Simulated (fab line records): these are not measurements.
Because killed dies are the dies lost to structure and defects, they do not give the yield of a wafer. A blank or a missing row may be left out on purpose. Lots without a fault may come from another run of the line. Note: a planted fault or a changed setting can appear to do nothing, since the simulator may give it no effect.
Tool commonality check -- flow gf180mcu -- Sampled: 14 lots, 48 wafers

== WHY IT WAS OPENED ==
At GF_DNWELL_TW_MEAS_09 the reading DNWELL_TW is flagged on 2 of 14 lots. Fault-free wafers read 1350, with a standard deviation of 11.
Rule: a lot gets a flag if all its wafers with a number sit over 4 standard deviations from that mean, or if no wafer of it has a number. The other lots count as sound.

lot,measured,on,"DNWELL_TW, wafer by wafer",flag
L378,day 2 23:52,film-metro-02,1339 1350 1347,
L379,day 3 06:04,film-metro-03,1362 1357 1364,
L380,day 3 10:25,film-metro-02,1332 1330 1331,
L381,day 3 15:40,film-metro-02,1340 1338 1338,
L382,day 3 20:25,film-metro-04,1380 1386 1366,
L383,day 4 02:22,film-metro-03,1342 1343 1343,
L384,day 4 07:34,film-metro-02,1334 1337 1337,
L386,day 4 17:38,film-metro-03,1350 1354 1355,
L388,day 5 05:54,film-metro-02,1345 1343 1338,
L395,day 6 19:50,film-metro-02,1399 1404 1401 1400 1403 1403,FLAGGED
L397,day 7 04:28,film-metro-03,1403 1406 1409 1403 1404 1410,FLAGGED
L398,day 7 10:03,film-metro-02,1349 1345 1357,
L399,day 7 15:37,film-metro-03,1372 1367 1360,
L400,day 7 20:24,film-metro-02,1349 1341 1341,
Average over the flagged lots: 1404; offset from the usual +54, equal to +5 standard deviations.

== EACH LOT AND THE TOOL IT RAN ON ==
The record keeps 1 process step preceding the reading, out of 602 steps on the route. Every cell lists first the tool, next ch and the chambers used by the sampled wafers, and last the start.
lot,flag,GF_DNWELL_IMPLANT_07
L378,,"implanter-03 ch 0, day 2 23:38"
L379,,"implanter-02 ch 0, day 3 05:49"
L380,,"implanter-03 ch 0, day 3 10:10"
L381,,"implanter-02 ch 0, day 3 15:27"
L382,,"implanter-04 ch 0, day 3 20:10"
L383,,"implanter-02 ch 0, day 4 02:07"
L384,,"implanter-03 ch 0, day 4 07:19"
L386,,"implanter-04 ch 0, day 4 17:25"
L388,,"implanter-03 ch 0, day 5 05:39"
L395,FLAGGED,"implanter-02 ch 0, day 6 19:38"
L397,FLAGGED,"implanter-02 ch 0, day 7 04:15"
L398,,"implanter-04 ch 0, day 7 09:48"
L399,,"implanter-04 ch 0, day 7 15:23"
L400,,"implanter-03 ch 0, day 7 20:09"
What is done by these steps:
- GF_DNWELL_IMPLANT_07
- GF_DNWELL_TW_MEAS_09

== FLAGGED OVER TOTAL, TOOL BY TOOL (the gauges that took the reading come last) ==
step,tool,lots run,flagged,share of the flagged lots,sound lots run after its first flagged lot
GF_DNWELL_IMPLANT_07,implanter-02,5,2,all,0
GF_DNWELL_IMPLANT_07,implanter-03,5,0,none,-
GF_DNWELL_IMPLANT_07,implanter-04,4,0,none,-
GF_DNWELL_TW_MEAS_09,film-metro-02,8,1,some,"2 (L398,L400)"
GF_DNWELL_TW_MEAS_09,film-metro-03,5,1,some,1 (L399)
GF_DNWELL_TW_MEAS_09,film-metro-04,1,0,none,-

== WHAT THE TABLE ALLOWS ==
In the table, 1 row covers all flagged lots: implanter-02 at GF_DNWELL_IMPLANT_07.
- implanter-02 at GF_DNWELL_IMPLANT_07: 2 of its 5 lots flagged. Last sound lot L383 at day 4 02:07, first flagged lot L395 at day 6 19:38; a fault beginning in between fits. Its own readings lie more than 4 standard deviations out on every wafer of the flagged lots: beam-on-s, end-station-pressure-torr, faraday-current-uA.
implanter-02 at GF_DNWELL_IMPLANT_07 is the single tool remaining.

== WHAT HAD BEEN PUT IN BY THE SIMULATOR ==
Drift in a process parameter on implanter-02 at GF_DNWELL_IMPLANT_07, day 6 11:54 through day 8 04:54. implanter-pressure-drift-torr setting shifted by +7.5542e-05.
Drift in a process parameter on implanter-02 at GF_DNWELL_IMPLANT_07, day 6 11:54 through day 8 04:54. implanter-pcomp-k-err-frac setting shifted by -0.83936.
Struck lots among those shown: L395, L397. This agrees with what the rule above found.
